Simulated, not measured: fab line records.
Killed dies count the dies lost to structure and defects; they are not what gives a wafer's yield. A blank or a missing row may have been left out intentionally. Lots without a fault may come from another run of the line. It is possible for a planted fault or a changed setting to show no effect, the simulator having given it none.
fab line records ; flow sky130
record lots=12; wafers=36; lastDay=50
route steps=708 shown LDD_LDN@296 POLY_CUT@318 RES_XHIGH@340 PAD_OPEN@708
lots untouched by any fault: they come from a run of this same line in which no faults occurred
startH: hours from the record's opening day to when the first of the lot's shown wafers began ; waitH: hours since the lot's step before ; " unchanged from the row above ; L1.1+2: a row that stands for several wafers ; - either no value or no given start ; * or withheld: withheld ; < > ~ a bound
route shown NAME@n: a module of which the file shows steps, and the number in the route of the first ; usual: average and standard deviation across the fault-free wafers ; same: alike in all rows ; chamber/n: place in a boat ; sites: the reading at each site ; _std_site: standard deviation across them ; _edge_site: outer sites' mean less inner sites' ; radiusMm: for every site, how far away it sits from the centre of the wafer ; mask NAME#n: copy n ; behind: the most recent tool/chamber to have shaped the wafer ; hold: why the lot was held/for how many hours/how that ended ; device: names the non-switching transistor (n, p or np) ; end of line: at the end of the route, the tests of the same wafers ; where a step has no rows: the recipe by itself ; killed: at the first sort, the dies lost to defects and structure; wafer yield is something else ; map: a wafer's dies, marking killed ones x, the rest . and places with no die _
set.NAME: the run value of the setting; set.NAME@STEP: its run value at that earlier step ; model.NAME: the simulator's own value behind a step, which no gauge read
route steps across a sampled set of lots; one table per step, one row per wafer
services: when a tool's chamber went out of use (startH, in hours from the record's first day, below 0 if earlier), for how many hours, and the reason
## steps
# step SKY_LDD_LDN_OVL_MEAS_07
# usual LDD_LDN_OVL=-0.7/1.3
lot.wafer;tool;chamber;startH;waitH;LDD_LDN_OVL[nm]
L885.1;overlay-01;-;525.21;0.1;0.9
L885.3;overlay-01;-;525.21;0.1;1.3
L885.4;overlay-01;-;525.21;0.1;2.0
L886.4;overlay-01;-;525.74;0.1;-2.0
L886.5;overlay-01;-;525.74;0.1;0.2
L886.6;overlay-01;-;525.74;0.1;-0.8
L887.3;overlay-01;-;537.47;0.1;-2.6
L887.5;overlay-01;-;537.47;0.1;-1.5
L887.6;overlay-01;-;537.47;0.1;-0.8
L889.2;overlay-01;-;553.35;0.1;-0.1
L889.3;overlay-01;-;553.35;0.1;-2.0
L889.4;overlay-01;-;553.35;0.1;-1.2
L899.2;overlay-02;-;650.00;0.1;-1.5
L899.4;overlay-02;-;650.00;0.1;-1.0
L899.6;overlay-02;-;650.00;0.1;1.0
L901.3;overlay-02;-;663.60;0.1;0.1
L901.5;overlay-02;-;663.60;0.1;-1.1
L901.6;overlay-02;-;663.60;0.1;1.3
L903.1;overlay-01;-;678.61;0.1;1.3
L903.3;overlay-01;-;678.61;0.1;-2.0
L903.5;overlay-01;-;678.61;0.1;-0.5
L904.2;overlay-02;-;682.95;0.1;-0.6
L904.4;overlay-02;-;682.95;0.1;-1.2
L904.6;overlay-02;-;682.95;0.1;-2.5
L905.1;overlay-02;-;692.61;0.1;1.5
L905.4;overlay-02;-;692.61;0.1;2.0
L905.6;overlay-02;-;692.61;0.1;0.5
L906.2;overlay-02;-;703.73;0.1;0.2
L906.5;overlay-02;-;703.73;0.1;-0.2
L906.6;overlay-02;-;703.73;0.1;-0.1
L907.1;overlay-02;-;733.12;0.1;-1.2
L907.3;overlay-02;-;733.12;0.1;-1.1
L907.4;overlay-02;-;733.12;0.1;-0.2
L908.2;overlay-01;-;733.43;0.1;0.2
L908.4;overlay-01;-;733.43;0.1;-0.8
L908.5;overlay-01;-;733.43;0.1;0.8
# step SKY_LDD_LDN_STRIP_12
# recipe chemistry=O2/N2; powerW=1400; pressureMtorr=1500; platenTempC=withheld; o2FlowSccm=3000; n2FlowSccm=300; overashFraction=0.5
# usual chamberPressureMTorr=1499.9/1.2; drypumpMotorCurrentA=5.8/0.39; oesProductAu=0.715/0.0043; stripTimeToEndpointS=14.17/0.038
lot.wafer;tool;chamber;startH;waitH;chamberPressureMTorr;drypumpMotorCurrentA;oesProductAu;rfHoursCounterH;stripTimeToEndpointS
L885.1;plasmaAsher-02;1;525.85;0.1;1498.9;6.1;0.716;87;14.23
L885.3;plasmaAsher-02;1;525.85;0.1;1501.1;6.1;0.719;-;14.15
L885.4;plasmaAsher-02;0;525.85;0.1;1503.6;5.2;0.716;-;14.15
L886.4;plasmaAsher-04;1;526.63;0.1;1499.6;5.6;0.719;-;14.19
L886.5;plasmaAsher-04;1;526.63;0.1;1500.5;5.6;0.714;-;14.12
L886.6;plasmaAsher-04;0;526.63;0.1;1500.1;5.8;0.717;-;14.18
L887.3;plasmaAsher-04;1;538.13;0.1;1498.3;5.5;0.710;-;14.13
L887.5;plasmaAsher-04;1;538.13;0.1;1499.8;5.5;0.721;-;14.15
L887.6;plasmaAsher-04;0;538.13;0.1;1500.3;5.8;0.721;-;14.18
L889.2;plasmaAsher-02;1;553.98;0.1;1499.4;6.1;0.713;90;14.19
L889.3;plasmaAsher-02;0;553.98;0.1;1500.1;5.2;0.716;-;14.17
L889.4;plasmaAsher-02;1;553.98;0.1;1499.9;6.1;0.713;-;14.18
L899.2;plasmaAsher-04;0;650.63;0.1;1500.1;5.8;0.714;53;14.19
L899.4;plasmaAsher-04;0;650.63;0.1;1499.5;5.8;0.717;-;14.17
L899.6;plasmaAsher-04;0;650.63;0.1;1499.6;5.8;0.721;-;14.16
L901.3;plasmaAsher-04;0;664.26;0.1;1499.7;5.9;0.713;-;14.21
L901.5;plasmaAsher-04;1;664.26;0.1;1501.8;5.5;0.717;-;14.22
L901.6;plasmaAsher-04;0;664.26;0.1;1499.9;5.8;0.710;-;14.24
L903.1;plasmaAsher-01;1;679.25;0.1;1498.5;6.0;0.710;23;14.19
L903.3;plasmaAsher-01;0;679.25;0.1;1500.3;6.5;0.717;-;14.17
L903.5;plasmaAsher-01;1;679.25;0.1;1499.5;6.0;0.713;-;14.22
L904.2;plasmaAsher-01;0;683.58;0.1;1500.0;6.5;0.714;24;14.21
L904.4;plasmaAsher-01;0;683.58;0.1;1500.6;6.5;0.710;-;14.23
L904.6;plasmaAsher-01;1;683.58;0.1;1503.1;6.0;0.720;-;14.21
L905.1;plasmaAsher-01;0;693.25;0.1;1502.6;6.5;0.715;24;14.16
L905.4;plasmaAsher-01;1;693.25;0.1;1500.8;6.0;0.717;-;14.16
L905.6;plasmaAsher-01;0;693.25;0.1;1500.0;6.5;0.722;-;14.19
L906.2;plasmaAsher-01;1;704.36;0.1;1498.9;6.0;0.713;25;14.07
L906.5;plasmaAsher-01;1;704.36;0.1;1499.7;6.0;0.716;-;14.11
L906.6;plasmaAsher-01;0;704.36;0.1;1500.3;6.5;0.710;-;14.11
L907.1;plasmaAsher-01;0;733.76;0.1;1500.9;6.5;0.717;28;14.13
L907.3;plasmaAsher-01;0;733.76;0.1;1499.6;6.5;0.719;-;14.12
L907.4;plasmaAsher-01;1;733.76;0.1;1500.5;6.0;0.716;-;14.14
L908.2;plasmaAsher-01;0;734.06;0.1;1500.2;6.5;0.713;28;14.12
L908.4;plasmaAsher-01;0;734.06;0.1;1501.9;6.5;0.718;-;14.16
L908.5;plasmaAsher-01;0;734.06;0.1;1498.6;6.5;0.719;-;14.14
# step SKY_POLY_CUT_ETCH_11
# recipe target=Si3N4; chemistry=CF4/CH2F2/Ar; stopOn=poly-Si; sourceW=600; biasW=150; pressureMtorr=40; cf4FlowSccm=40; ch2f2FlowSccm=20; Ar_flow_sccm=150; timeS=41.61; targetDepthA=600
# usual ch2f2FlowSccm=20.00/0.06; chamberPressureMTorr=40.00/0.04; drypumpMotorCurrentA=5.5/0.43; oesProductAu=0.839/0.0074; throttleValvePct=14.994/0.0087
lot.wafer;tool;chamber;startH;waitH;ch2f2FlowSccm;chamberPressureMTorr;drypumpMotorCurrentA;oesProductAu;rfHoursCounterH;throttleValvePct
L885.1;rieDiel-01;3;556.42;0.0;20.01;39.99;5.5;0.834;0;14.987
L885.3;rieDiel-01;0;556.42;0.0;19.99;40.00;5.9;0.837;0;15.017
L885.4;rieDiel-01;1;556.42;0.0;19.94;39.99;5.1;0.835;64;15.002
L886.4;rieDiel-04;2;558.19;0.0;19.95;39.93;4.9;0.847;9;14.986
L886.5;rieDiel-04;3;558.19;0.0;20.02;39.96;5.1;0.851;-;14.996
L886.6;rieDiel-04;2;558.19;0.0;19.98;40.05;4.9;0.850;-;15.007
L887.3;rieDiel-03;3;587.09;0.0;19.95;39.97;5.8;0.857;60;15.015
L887.5;rieDiel-03;0;587.09;0.0;19.99;40.01;5.0;0.856;-;14.981
L887.6;rieDiel-03;3;587.09;0.0;20.00;39.96;5.8;0.858;-;14.994
L889.2;rieDiel-01;3;587.48;0.0;20.08;39.99;5.6;0.839;1;15.007
L889.3;rieDiel-01;0;587.48;0.0;19.89;40.00;5.9;0.838;1;14.996
L889.4;rieDiel-01;1;587.48;0.0;19.98;40.06;5.1;0.832;64;14.986
L899.2;rieDiel-03;1;682.57;0.0;19.93;40.05;6.5;0.837;3;14.997
L899.4;rieDiel-03;2;682.57;0.0;19.98;39.99;5.4;0.830;-;14.981
L899.6;rieDiel-03;0;682.57;0.0;20.04;39.98;5.0;0.840;-;15.011
L901.3;rieDiel-03;3;696.57;0.0;20.15;40.00;5.8;0.842;0;15.004
L901.5;rieDiel-03;1;696.57;0.0;20.14;40.03;6.5;0.833;-;14.997
L901.6;rieDiel-03;2;696.57;0.0;20.06;40.00;5.4;0.833;-;14.981
L903.1;rieDiel-04;0;710.09;0.0;19.98;40.00;5.5;0.838;6;14.993
L903.3;rieDiel-04;2;710.09;0.0;20.00;40.03;4.8;0.845;13;15.000
L903.5;rieDiel-04;0;710.09;0.0;20.06;40.01;5.5;0.842;-;14.987
L904.2;rieDiel-04;0;714.42;0.0;20.14;40.00;5.5;0.834;6;14.985
L904.4;rieDiel-04;1;714.42;0.0;19.92;40.08;5.8;0.835;6;15.000
L904.6;rieDiel-04;3;714.42;0.0;20.04;39.99;5.1;0.840;-;14.993
L905.1;rieDiel-03;2;723.04;0.0;20.04;39.97;5.4;0.829;5;14.983
L905.4;rieDiel-03;3;723.04;0.0;20.02;39.96;5.9;0.843;1;15.008
L905.6;rieDiel-03;0;723.04;0.0;20.01;40.02;5.0;0.837;-;14.977
L906.2;rieDiel-01;1;733.97;0.0;20.03;39.98;5.1;0.842;2;14.994
L906.5;rieDiel-01;1;733.97;0.0;20.06;40.06;5.1;0.837;-;15.002
L906.6;rieDiel-01;3;733.97;0.0;20.00;40.00;5.5;0.841;-;14.985
L907.1;rieDiel-04;1;762.72;0.0;20.01;40.03;5.9;0.832;8;14.981
L907.3;rieDiel-04;0;762.72;0.0;20.05;40.01;5.5;0.847;7;14.998
L907.4;rieDiel-04;2;762.72;0.0;20.02;40.00;4.9;0.845;14;15.000
L908.2;rieDiel-01;2;763.42;0.0;19.94;39.93;5.6;0.843;7;14.992
L908.4;rieDiel-01;0;763.42;0.0;20.05;39.99;5.9;0.832;4;14.991
L908.5;rieDiel-01;2;763.42;0.0;19.92;40.07;5.6;0.841;-;14.995
# step SKY_RES_XHIGH_STRIP_08
# recipe chemistry=O2/N2; powerW=1400; pressureMtorr=1500; platenTempC=withheld; o2FlowSccm=3000; n2FlowSccm=300; overashFraction=0.5
# usual chamberPressureMTorr=1500.1/1.2; drypumpMotorCurrentA=5.9/0.42; oesProductAu=0.710/0.0046; stripTimeToEndpointS=14.28/0.035
lot.wafer;tool;chamber;startH;waitH;chamberPressureMTorr;drypumpMotorCurrentA;oesProductAu;rfHoursCounterH;stripTimeToEndpointS
L885.1;plasmaAsher-01;0;615.07;0.1;1499.5;6.5;0.707;16;14.24
L885.3;plasmaAsher-01;0;615.07;0.1;1502.1;6.5;0.715;-;14.27
L885.4;plasmaAsher-01;1;615.07;0.1;1500.2;6.0;0.715;-;14.29
L886.4;plasmaAsher-01;0;617.10;0.1;1499.8;6.5;0.708;-;14.20
L886.5;plasmaAsher-01;1;617.10;0.1;1500.9;6.0;0.716;-;14.23
L886.6;plasmaAsher-01;0;617.10;0.1;1499.7;6.5;0.709;-;14.23
L887.3;plasmaAsher-01;1;645.06;0.1;1500.6;6.0;0.702;-;14.27
L887.5;plasmaAsher-01;1;645.06;0.1;1499.3;6.0;0.715;-;14.26
L887.6;plasmaAsher-01;0;645.06;0.1;1499.4;6.5;0.694;-;14.92
L889.2;plasmaAsher-01;1;645.82;0.1;1501.3;6.0;0.717;20;14.35
L889.3;plasmaAsher-01;1;645.82;0.1;1501.3;6.0;0.706;-;14.28
L889.4;plasmaAsher-01;0;645.82;0.1;1501.6;6.5;0.685;-;14.95
L899.2;plasmaAsher-03;0;739.77;0.1;1500.1;5.7;0.712;87;14.21
L899.4;plasmaAsher-03;0;739.77;0.1;1499.4;5.7;0.709;-;14.21
L899.6;plasmaAsher-03;1;739.77;0.1;1500.7;5.7;0.712;-;14.24
L901.3;plasmaAsher-01;0;753.95;0.1;1500.4;6.5;0.714;-;14.25
L901.5;plasmaAsher-01;0;753.95;0.1;1501.6;6.5;0.709;-;14.31
L901.6;plasmaAsher-01;1;753.95;0.1;1498.7;6.0;0.717;-;14.28
L903.1;plasmaAsher-02;1;765.67;0.1;1498.3;6.1;0.713;2;14.30
L903.3;plasmaAsher-02;1;765.67;0.1;1501.0;6.1;0.709;-;14.31
L903.5;plasmaAsher-02;0;765.67;0.1;1500.4;5.2;0.716;-;14.31
L904.2;plasmaAsher-01;0;770.12;0.1;1501.9;6.5;0.709;33;14.26
L904.4;plasmaAsher-01;1;770.12;0.1;1499.3;6.0;0.713;-;14.30
L904.6;plasmaAsher-01;0;770.12;0.1;1501.6;6.5;0.714;-;14.25
L905.1;plasmaAsher-01;0;777.37;0.1;1499.4;6.5;0.715;33;14.23
L905.4;plasmaAsher-01;1;777.37;0.1;1499.2;6.0;0.707;-;14.26
L905.6;plasmaAsher-01;1;777.37;0.1;1500.3;6.0;0.708;-;14.20
L906.2;plasmaAsher-01;1;786.37;0.1;1499.4;6.0;0.710;34;14.24
L906.5;plasmaAsher-01;1;786.37;0.1;1500.1;6.0;0.712;-;14.26
L906.6;plasmaAsher-01;0;786.37;0.1;1500.2;6.5;0.724;-;14.26
L907.1;plasmaAsher-02;1;815.16;0.1;1500.4;6.1;0.706;9;14.30
L907.3;plasmaAsher-02;1;815.16;0.1;1500.1;6.1;0.708;-;14.27
L907.4;plasmaAsher-02;0;815.16;0.1;1499.8;5.2;0.709;-;14.30
L908.2;plasmaAsher-02;1;815.87;0.1;1502.6;6.1;0.705;9;14.28
L908.4;plasmaAsher-02;0;815.87;0.1;1501.2;5.2;0.707;-;14.29
L908.5;plasmaAsher-02;1;815.87;0.1;1501.4;6.1;0.709;-;14.28
# step SKY_PAD_OPEN_PROBE_99
# usual killed_at_M0_to_M3=44/7.5; killed_at_M4_up=3.1/1.7; killedAtContacts=24/6.2; killedAtFrontEnd=15/4.2; killedAtOther=0.4/0.58; killedDies=85/10; killedOpen=47/7.7; killedShort=38/6.4
# same grossDies=492; killedAtBackSide=0
lot.wafer;tool;chamber;startH;waitH;killed_at_M0_to_M3;killed_at_M4_up;killedAtContacts;killedAtFrontEnd;killedAtOther;killedDies;killedOpen;killedShort
L887.3;prober-01;-;1094.14;0.2;52;3;19;16;1;91;50;39
L887.5;prober-01;-;1094.24;0.2;43;2;15;17;1;78;36;42
L887.6;prober-01;-;1094.29;0.2;31;1;22;19;0;73;41;32
L908.2;prober-01;-;1208.04;0.1;36;1;19;14;0;70;45;25
L908.4;prober-01;-;1208.14;0.2;47;2;19;12;2;82;44;38
L908.5;prober-01;-;1208.19;0.2;57;4;25;12;0;98;57;41
# killed by level:class
L887.3 VIA1:geometricParticle:open=15 CONTACT:geometricParticle:open=10 VIA1:geometricParticle:short=7 METAL2:geometricParticle:short=7 VIA2:geometricParticle:open=6 FIELD_ISO:geometricParticle:open=4 LI_CONTACT:geometricParticle:open=4 METAL2:geometricParticle:open=4
L887.5 VIA1:geometricParticle:open=8 VIA1:geometricParticle:short=8 VIA2:geometricParticle:open=8 FIELD_ISO:geometricParticle:short=5 LI_CONTACT:geometricParticle:open=5 FIELD_ISO:geometricParticle:open=4 LOCAL_INTERCONNECT:geometricParticle:short=4 METAL2:geometricParticle:short=4
L887.6 VIA1:geometricParticle:open=11 CONTACT:geometricParticle:open=9 FIELD_ISO:geometricParticle:short=6 FIELD_ISO:geometricParticle:open=5 LI_CONTACT:geometricParticle:open=4 VIA1:geometricParticle:short=4 VIA3:geometricParticle:open=4 POLY_GATE:geometricParticle:open=3
L908.2 CONTACT:geometricParticle:open=8 VIA1:geometricParticle:open=8 VIA3:geometricParticle:open=7 VIA2:geometricParticle:open=7 FIELD_ISO:geometricParticle:open=5 POLY_GATE:geometricParticle:open=4 CONTACT:geometricParticle:short=4 VIA1:geometricParticle:short=4
L908.4 VIA2:geometricParticle:open=10 CONTACT:geometricParticle:open=8 VIA1:geometricParticle:open=8 LI_CONTACT:geometricParticle:open=6 METAL2:geometricParticle:short=6 VIA1:geometricParticle:short=5 VIA3:geometricParticle:open=5 METAL1:geometricParticle:short=4
L908.5 VIA1:geometricParticle:open=19 METAL1:geometricParticle:short=8 LI_CONTACT:geometricParticle:open=7 CONTACT:geometricParticle:open=7 VIA3:geometricParticle:open=7 CONTACT:geometricParticle:short=6 VIA2:geometricParticle:open=6 POLY_GATE:geometricParticle:short=5
## services
tool;chamber;startH;hours;kind
plasmaAsher-01;-;519.50;24.5;repair
rieDiel-04;-;527.17;4.3;pm
plasmaAsher-01;-;543.53;1.4;repair
rieDiel-03;1;548.08;43.1;repair
rieDiel-01;-;556.66;2.8;pm
plasmaAsher-02;-;559.36;14.6;pm
rieDiel-01;1;569.21;1.7;repair
rieDiel-01;2;571.19;10.1;repair
rieDiel-03;-;599.50;20.3;repair
rieDiel-04;3;607.38;12.8;repair
rieDiel-01;2;724.95;10.0;repair
plasmaAsher-02;-;733.75;9.0;pm
plasmaAsher-02;0;733.75;9.0;ventCycle
plasmaAsher-02;1;733.75;9.0;ventCycle
plasmaAsher-02;0;742.75;-;clean
plasmaAsher-02;1;742.75;-;clean
plasmaAsher-03;-;751.39;2.1;repair
rieDiel-01;2;752.50;2.7;repair
rieDiel-03;1;773.61;6.8;repair
plasmaAsher-03;-;781.30;2.8;pm
rieDiel-03;-;784.89;1.7;repair
plasmaAsher-03;-;789.63;17.3;repair
plasmaAsher-01;-;791.39;28.3;pm
rieDiel-01;2;804.33;4.3;repair
## key
firstSign step=SKY_RES_XHIGH_STRIP_08; reading=stripTimeToEndpointS; direction=up; sigmas=18; usual=*; struck=*
effect step=SKY_RES_XHIGH_STRIP_08; reading=oesProductAu; direction=down; sigmas=4.6; usual=0.710; struck=0.690
metAt SKY_RES_XHIGH_STRIP_08
struckLots L887,L889
struckWafers L887.6,L889.4
testerLeftOut L887,L889
notActingAt SKY_LDD_LDN_OVL_MEAS_07,SKY_LDD_LDN_STRIP_12,SKY_POLY_CUT_ETCH_11
onsetBetween 617.10 645.06
fault kind=processParameterDrift; tool=plasmaAsher-01; chamber=0; onsetH=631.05; steps=SKY_RES_XHIGH_STRIP_08; channel=powerW; offset=*; shape=step; endH=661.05; actsIn=*; stated=*
# testerLeftOut: of these lots the tester's yield and bins aren't shown, on N5 and GAA mostly nor the transistor test; their killed dies are dies lost to structure and defects alone, not to doping, threshold or leakage, so they don't give the yield
